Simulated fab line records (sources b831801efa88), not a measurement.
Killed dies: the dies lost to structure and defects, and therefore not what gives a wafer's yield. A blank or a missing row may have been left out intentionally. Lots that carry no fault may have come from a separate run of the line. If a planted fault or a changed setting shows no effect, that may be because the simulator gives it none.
Which tool is to blame? || flow sky130 || 36 wafers from 12 lots sampled at 5 of the route's 708 steps

WHAT THE GAUGES READ, wafer by wafer
The record holds no reading of a measuring or inspecting step that can be judged against a usual standard deviation.

EACH LOT AND THE TOOL THAT RAN IT (in order: tool; ch and the chambers of the sampled wafers; start)
{"lot": "L161", "SKY_METAL4_DESCUM_15": "rieMetal-03 ch 0,1, day 42 06:13", "SKY_VIA4_CMP_02": "cmp-02 ch 2,3, day 42 07:22", "SKY_METAL5_DEVELOP_13": "lithoTrack-03 ch 0, day 44 08:05", "SKY_PASSIVATION_CVD_00": "pecvd-02 ch 0,2, day 44 09:04", "SKY_PAD_OPEN_PROBE_99": "prober-01, day 46 04:54"}
{"lot": "L164", "SKY_METAL4_DESCUM_15": "rieMetal-03 ch 0,1, day 42 13:36", "SKY_VIA4_CMP_02": "cmp-02 ch 0,1,3, day 42 14:52", "SKY_METAL5_DEVELOP_13": "lithoTrack-01 ch 0, day 44 13:59", "SKY_PASSIVATION_CVD_00": "pecvd-04 ch 1,2, day 44 15:00", "SKY_PAD_OPEN_PROBE_99": "prober-02, day 46 10:31"}
{"lot": "L167", "SKY_METAL4_DESCUM_15": "rieMetal-04 ch 0, day 43 11:39", "SKY_VIA4_CMP_02": "cmp-02 ch 0,3, day 43 12:56", "SKY_METAL5_DEVELOP_13": "lithoTrack-01 ch 0, day 45 09:52", "SKY_PASSIVATION_CVD_00": "pecvd-03 ch 1,2, day 45 10:51", "SKY_PAD_OPEN_PROBE_99": "prober-02, day 47 04:07"}
{"lot": "L171", "SKY_METAL4_DESCUM_15": "rieMetal-03 ch 0,1, day 44 19:47", "SKY_VIA4_CMP_02": "cmp-02 ch 0,2,3, day 44 21:16", "SKY_METAL5_DEVELOP_13": "lithoTrack-01 ch 0, day 46 14:46", "SKY_PASSIVATION_CVD_00": "pecvd-03 ch 0,1,2, day 46 15:59", "SKY_PAD_OPEN_PROBE_99": "prober-02, day 48 08:28"}
{"lot": "L173", "SKY_METAL4_DESCUM_15": "rieMetal-02 ch 0,1, day 44 21:20", "SKY_VIA4_CMP_02": "cmp-02 ch 1,3, day 44 22:58", "SKY_METAL5_DEVELOP_13": "lithoTrack-03 ch 0, day 46 17:47", "SKY_PASSIVATION_CVD_00": "pecvd-02 ch 0,2, day 46 18:48", "SKY_PAD_OPEN_PROBE_99": "-"}
{"lot": "L174", "SKY_METAL4_DESCUM_15": "rieMetal-03 ch 0,1, day 45 04:00", "SKY_VIA4_CMP_02": "cmp-02 ch 0,1,3, day 45 05:17", "SKY_METAL5_DEVELOP_13": "lithoTrack-03 ch 0, day 46 22:59", "SKY_PASSIVATION_CVD_00": "pecvd-03 ch 1,2, day 46 23:57", "SKY_PAD_OPEN_PROBE_99": "prober-01, day 48 16:25"}
{"lot": "L176", "SKY_METAL4_DESCUM_15": "rieMetal-03 ch 0,1, day 46 04:33", "SKY_VIA4_CMP_02": "cmp-02 ch 2,3, day 46 05:46", "SKY_METAL5_DEVELOP_13": "lithoTrack-03 ch 0, day 47 21:50", "SKY_PASSIVATION_CVD_00": "pecvd-03 ch 0,2, day 47 23:17", "SKY_PAD_OPEN_PROBE_99": "-"}
{"lot": "L179", "SKY_METAL4_DESCUM_15": "rieMetal-03 ch 0,1, day 46 20:00", "SKY_VIA4_CMP_02": "cmp-01 ch 1,3, day 46 21:16", "SKY_METAL5_DEVELOP_13": "lithoTrack-02 ch 0, day 48 13:29", "SKY_PASSIVATION_CVD_00": "pecvd-03 ch 1,2, day 48 14:33", "SKY_PAD_OPEN_PROBE_99": "-"}
{"lot": "L178", "SKY_METAL4_DESCUM_15": "rieMetal-03 ch 0,1, day 46 20:39", "SKY_VIA4_CMP_02": "cmp-02 ch 0,2,3, day 46 21:52", "SKY_METAL5_DEVELOP_13": "lithoTrack-03 ch 0, day 48 14:29", "SKY_PASSIVATION_CVD_00": "pecvd-04 ch 0,1,2, day 48 15:44", "SKY_PAD_OPEN_PROBE_99": "-"}
{"lot": "L182", "SKY_METAL4_DESCUM_15": "rieMetal-03 ch 0,1, day 47 04:45", "SKY_VIA4_CMP_02": "cmp-01 ch 0,3, day 47 05:55", "SKY_METAL5_DEVELOP_13": "lithoTrack-03 ch 0, day 48 20:23", "SKY_PASSIVATION_CVD_00": "pecvd-02 ch 1,2, day 48 21:26", "SKY_PAD_OPEN_PROBE_99": "-"}
{"lot": "L181", "SKY_METAL4_DESCUM_15": "rieMetal-02 ch 0,1, day 47 05:26", "SKY_VIA4_CMP_02": "cmp-02 ch 1,2,3, day 47 06:36", "SKY_METAL5_DEVELOP_13": "lithoTrack-01 ch 0, day 48 20:29", "SKY_PASSIVATION_CVD_00": "pecvd-04 ch 0,1,2, day 48 21:32", "SKY_PAD_OPEN_PROBE_99": "prober-01, day 50 10:25"}
{"lot": "L183", "SKY_METAL4_DESCUM_15": "rieMetal-04 ch 0,1, day 47 17:30", "SKY_VIA4_CMP_02": "cmp-02 ch 1,2, day 47 19:35", "SKY_METAL5_DEVELOP_13": "lithoTrack-01 ch 0, day 49 09:22", "SKY_PASSIVATION_CVD_00": "pecvd-02 ch 0,2, day 49 10:26", "SKY_PAD_OPEN_PROBE_99": "-"}
- SKY_METAL4_DESCUM_15: chemistry O2, time 8 s.
- SKY_VIA4_CMP_02: polishes SiO2.
- SKY_METAL5_DEVELOP_13: develop time 60 s.
- SKY_PASSIVATION_CVD_00: deposits SiO2, target thk 90 nm.
- SKY_PAD_OPEN_PROBE_99

WHAT THE TOOLS THEMSELVES READ (means of the sampled wafers that have a number; where no wafer has one, the mark that the record gives instead)
SKY_METAL4_DESCUM_15. Usual: drypumpMotorCurrentA 6.0 A, standard deviation 0.46; heBacksideLeakSccm 3.31 sccm, standard deviation 0.21; oesProductAu 0.992 a.u., standard deviation 0.0086.
{"lot": "L161", "tool": "rieMetal-03", "drypumpMotorCurrentA (A)": 5.7, "heBacksideLeakSccm (sccm)": 3.15, "oesProductAu (a.u.)": 0.997, "flag": ""}
{"lot": "L164", "tool": "rieMetal-03", "drypumpMotorCurrentA (A)": 5.8, "heBacksideLeakSccm (sccm)": 3.08, "oesProductAu (a.u.)": 0.990, "flag": ""}
{"lot": "L167", "tool": "rieMetal-04", "drypumpMotorCurrentA (A)": 6.5, "heBacksideLeakSccm (sccm)": 3.63, "oesProductAu (a.u.)": 1.008, "flag": ""}
{"lot": "L171", "tool": "rieMetal-03", "drypumpMotorCurrentA (A)": 5.9, "heBacksideLeakSccm (sccm)": 3.20, "oesProductAu (a.u.)": 0.994, "flag": ""}
{"lot": "L173", "tool": "rieMetal-02", "drypumpMotorCurrentA (A)": 6.1, "heBacksideLeakSccm (sccm)": 3.49, "oesProductAu (a.u.)": 0.996, "flag": ""}
{"lot": "L174", "tool": "rieMetal-03", "drypumpMotorCurrentA (A)": 5.7, "heBacksideLeakSccm (sccm)": 3.19, "oesProductAu (a.u.)": 0.987, "flag": ""}
{"lot": "L176", "tool": "rieMetal-03", "drypumpMotorCurrentA (A)": 5.9, "heBacksideLeakSccm (sccm)": 3.20, "oesProductAu (a.u.)": 0.987, "flag": ""}
{"lot": "L179", "tool": "rieMetal-03", "drypumpMotorCurrentA (A)": 5.9, "heBacksideLeakSccm (sccm)": 3.13, "oesProductAu (a.u.)": 0.987, "flag": ""}
{"lot": "L178", "tool": "rieMetal-03", "drypumpMotorCurrentA (A)": 5.9, "heBacksideLeakSccm (sccm)": 3.16, "oesProductAu (a.u.)": 0.989, "flag": ""}
{"lot": "L182", "tool": "rieMetal-03", "drypumpMotorCurrentA (A)": 5.7, "heBacksideLeakSccm (sccm)": 3.12, "oesProductAu (a.u.)": 0.993, "flag": ""}
{"lot": "L181", "tool": "rieMetal-02", "drypumpMotorCurrentA (A)": 6.1, "heBacksideLeakSccm (sccm)": 3.56, "oesProductAu (a.u.)": 0.988, "flag": ""}
{"lot": "L183", "tool": "rieMetal-04", "drypumpMotorCurrentA (A)": 6.0, "heBacksideLeakSccm (sccm)": 3.45, "oesProductAu (a.u.)": 0.991, "flag": ""}

SKY_VIA4_CMP_02. Usual: motorCurrentA 12.2 A, standard deviation 1.1; slurryFlowMlMin 150.0, standard deviation 0.49.
{"lot": "L161", "tool": "cmp-02", "motorCurrentA (A)": 12.6, "slurryFlowMlMin": 150.0, "flag": ""}
{"lot": "L164", "tool": "cmp-02", "motorCurrentA (A)": 12.2, "slurryFlowMlMin": 150.3, "flag": ""}
{"lot": "L167", "tool": "cmp-02", "motorCurrentA (A)": 12.5, "slurryFlowMlMin": 150.3, "flag": ""}
{"lot": "L171", "tool": "cmp-02", "motorCurrentA (A)": 11.9, "slurryFlowMlMin": 150.1, "flag": ""}
{"lot": "L173", "tool": "cmp-02", "motorCurrentA (A)": 12.9, "slurryFlowMlMin": 150.7, "flag": ""}
{"lot": "L174", "tool": "cmp-02", "motorCurrentA (A)": 12.5, "slurryFlowMlMin": 149.8, "flag": ""}
{"lot": "L176", "tool": "cmp-02", "motorCurrentA (A)": 11.9, "slurryFlowMlMin": 150.3, "flag": ""}
{"lot": "L179", "tool": "cmp-01", "motorCurrentA (A)": 12.5, "slurryFlowMlMin": 149.8, "flag": ""}
{"lot": "L178", "tool": "cmp-02", "motorCurrentA (A)": 11.7, "slurryFlowMlMin": 149.7, "flag": ""}
{"lot": "L182", "tool": "cmp-01", "motorCurrentA (A)": 11.6, "slurryFlowMlMin": 149.8, "flag": ""}
{"lot": "L181", "tool": "cmp-02", "motorCurrentA (A)": 11.9, "slurryFlowMlMin": 150.2, "flag": ""}
{"lot": "L183", "tool": "cmp-02", "motorCurrentA (A)": 11.9, "slurryFlowMlMin": 149.9, "flag": ""}

SKY_METAL5_DEVELOP_13. Usual: developerTempC reads 23.01 C (standard deviation 0.097).
{"lot": "L161", "tool": "lithoTrack-03", "developerTempC (C)": 23.04, "flag": ""}
{"lot": "L164", "tool": "lithoTrack-01", "developerTempC (C)": 23.00, "flag": ""}
{"lot": "L167", "tool": "lithoTrack-01", "developerTempC (C)": 22.10, "flag": "OFF"}
{"lot": "L171", "tool": "lithoTrack-01", "developerTempC (C)": 22.11, "flag": "OFF"}
{"lot": "L173", "tool": "lithoTrack-03", "developerTempC (C)": 22.99, "flag": ""}
{"lot": "L174", "tool": "lithoTrack-03", "developerTempC (C)": 23.03, "flag": ""}
{"lot": "L176", "tool": "lithoTrack-03", "developerTempC (C)": 23.00, "flag": ""}
{"lot": "L179", "tool": "lithoTrack-02", "developerTempC (C)": 23.12, "flag": ""}
{"lot": "L178", "tool": "lithoTrack-03", "developerTempC (C)": 22.90, "flag": ""}
{"lot": "L182", "tool": "lithoTrack-03", "developerTempC (C)": 22.90, "flag": ""}
{"lot": "L181", "tool": "lithoTrack-01", "developerTempC (C)": 22.89, "flag": ""}
{"lot": "L183", "tool": "lithoTrack-01", "developerTempC (C)": 23.02, "flag": ""}

SKY_PASSIVATION_CVD_00. Usual: heaterPowerW reads 671 W (standard deviation 120).
{"lot": "L161", "tool": "pecvd-02", "heaterPowerW (W)": 851, "flag": ""}
{"lot": "L164", "tool": "pecvd-04", "heaterPowerW (W)": 651, "flag": ""}
{"lot": "L167", "tool": "pecvd-03", "heaterPowerW (W)": 699, "flag": ""}
{"lot": "L171", "tool": "pecvd-03", "heaterPowerW (W)": 661, "flag": ""}
{"lot": "L173", "tool": "pecvd-02", "heaterPowerW (W)": 711, "flag": ""}
{"lot": "L174", "tool": "pecvd-03", "heaterPowerW (W)": 647, "flag": ""}
{"lot": "L176", "tool": "pecvd-03", "heaterPowerW (W)": 739, "flag": ""}
{"lot": "L179", "tool": "pecvd-03", "heaterPowerW (W)": 696, "flag": ""}
{"lot": "L178", "tool": "pecvd-04", "heaterPowerW (W)": 625, "flag": ""}
{"lot": "L182", "tool": "pecvd-02", "heaterPowerW (W)": 617, "flag": ""}
{"lot": "L181", "tool": "pecvd-04", "heaterPowerW (W)": 620, "flag": ""}
{"lot": "L183", "tool": "pecvd-02", "heaterPowerW (W)": 838, "flag": ""}

SKY_PAD_OPEN_PROBE_99. Usual: defectLimitedYield 82.6 %, standard deviation 1.8; killed_at_M0_to_M3 44, standard deviation 6.5; killed_at_M4_up 3.3, standard deviation 1.9; killedAtContacts 23, standard deviation 4.7; killedAtFrontEnd 15, standard deviation 4.5; killedAtOther 0.2, standard deviation 0.52; killedDies 86, standard deviation 8.9; killedOpen 47, standard deviation 6.8; killedShort 39, standard deviation 6.1; sort_bin_3_pad_short 0.8 %, standard deviation 0.44; sort_bin_5_function 10.3 %, standard deviation 1.4; sort_bin_6_memory 6.3 %, standard deviation 1.1; sortNPass 406, standard deviation 8.9; sortYieldPct 82.6 %, standard deviation 1.8.
{"lot": "L161", "tool": "prober-01", "defectLimitedYield (%)": 83.0, "killed_at_M0_to_M3": 45, "killed_at_M4_up": 3.7, "killedAtContacts": 22, "killedAtFrontEnd": 13, "killedAtOther": 0.0, "killedDies": 84, "killedOpen": 48, "killedShort": 35, "sort_bin_3_pad_short (%)": 0.9, "sort_bin_5_function (%)": 9.9, "sort_bin_6_memory (%)": 6.2, "sortNPass": 408, "sortYieldPct (%)": 83.0, "flag": ""}
{"lot": "L164", "tool": "prober-02", "defectLimitedYield (%)": 81.8, "killed_at_M0_to_M3": 42, "killed_at_M4_up": 5.3, "killedAtContacts": 24, "killedAtFrontEnd": 18, "killedAtOther": 0.0, "killedDies": 89, "killedOpen": 44, "killedShort": 45, "sort_bin_3_pad_short (%)": 0.9, "sort_bin_5_function (%)": 10.0, "sort_bin_6_memory (%)": 7.2, "sortNPass": 403, "sortYieldPct (%)": 81.8, "flag": ""}
{"lot": "L167", "tool": "prober-02", "defectLimitedYield (%)": 83.2, "killed_at_M0_to_M3": 44, "killed_at_M4_up": 4.7, "killedAtContacts": 20, "killedAtFrontEnd": 13, "killedAtOther": 0.3, "killedDies": 83, "killedOpen": 42, "killedShort": 41, "sort_bin_3_pad_short (%)": 0.8, "sort_bin_5_function (%)": 9.7, "sort_bin_6_memory (%)": 6.3, "sortNPass": 409, "sortYieldPct (%)": 83.2, "flag": ""}
{"lot": "L171", "tool": "prober-02", "defectLimitedYield (%)": 85.0, "killed_at_M0_to_M3": 36, "killed_at_M4_up": 1.3, "killedAtContacts": 21, "killedAtFrontEnd": 14, "killedAtOther": 0.3, "killedDies": 74, "killedOpen": 36, "killedShort": 37, "sort_bin_3_pad_short (%)": 0.6, "sort_bin_5_function (%)": 9.4, "sort_bin_6_memory (%)": 5.0, "sortNPass": 418, "sortYieldPct (%)": 85.0, "flag": ""}
{"lot": "L174", "tool": "prober-01", "defectLimitedYield (%)": 84.3, "killed_at_M0_to_M3": 40, "killed_at_M4_up": 3.3, "killedAtContacts": 20, "killedAtFrontEnd": 14, "killedAtOther": 0.0, "killedDies": 77, "killedOpen": 45, "killedShort": 33, "sort_bin_3_pad_short (%)": 0.3, "sort_bin_5_function (%)": 9.8, "sort_bin_6_memory (%)": 5.6, "sortNPass": 415, "sortYieldPct (%)": 84.3, "flag": ""}
{"lot": "L181", "tool": "prober-01", "defectLimitedYield (%)": 82.9, "killed_at_M0_to_M3": 44, "killed_at_M4_up": 2.3, "killedAtContacts": 23, "killedAtFrontEnd": 14, "killedAtOther": 0.3, "killedDies": 84, "killedOpen": 44, "killedShort": 40, "sort_bin_3_pad_short (%)": 0.8, "sort_bin_5_function (%)": 10.7, "sort_bin_6_memory (%)": 5.6, "sortNPass": 408, "sortYieldPct (%)": 82.9, "flag": ""}

THE ANSWER, worked out from the rows above alone
Rule: a lot is off if the mean of its wafers that have a number lies more than 3 standard deviations from the usual mean. Also off: a lot with no number at a reading for which 4 or more lots have one. Where the step has rows for the other lots, those lots are counted as sound. After the gauges, taken in route order, come the tools' own readings; for these a lot's mean is taken, as printed above. At the first step where some lot is off, the reading lying furthest off is the one used; lots without a number count as furthest.
Off: L167, L171 (SKY_METAL5_DEVELOP_13, developerTempC).
If a tool, at that step or one of the process steps before it, ran each lot that is off and ran no sound lot following the first of them, it fits. Of those tried, none fits.

WHAT HAD BEEN PUT IN BY THE SIMULATOR
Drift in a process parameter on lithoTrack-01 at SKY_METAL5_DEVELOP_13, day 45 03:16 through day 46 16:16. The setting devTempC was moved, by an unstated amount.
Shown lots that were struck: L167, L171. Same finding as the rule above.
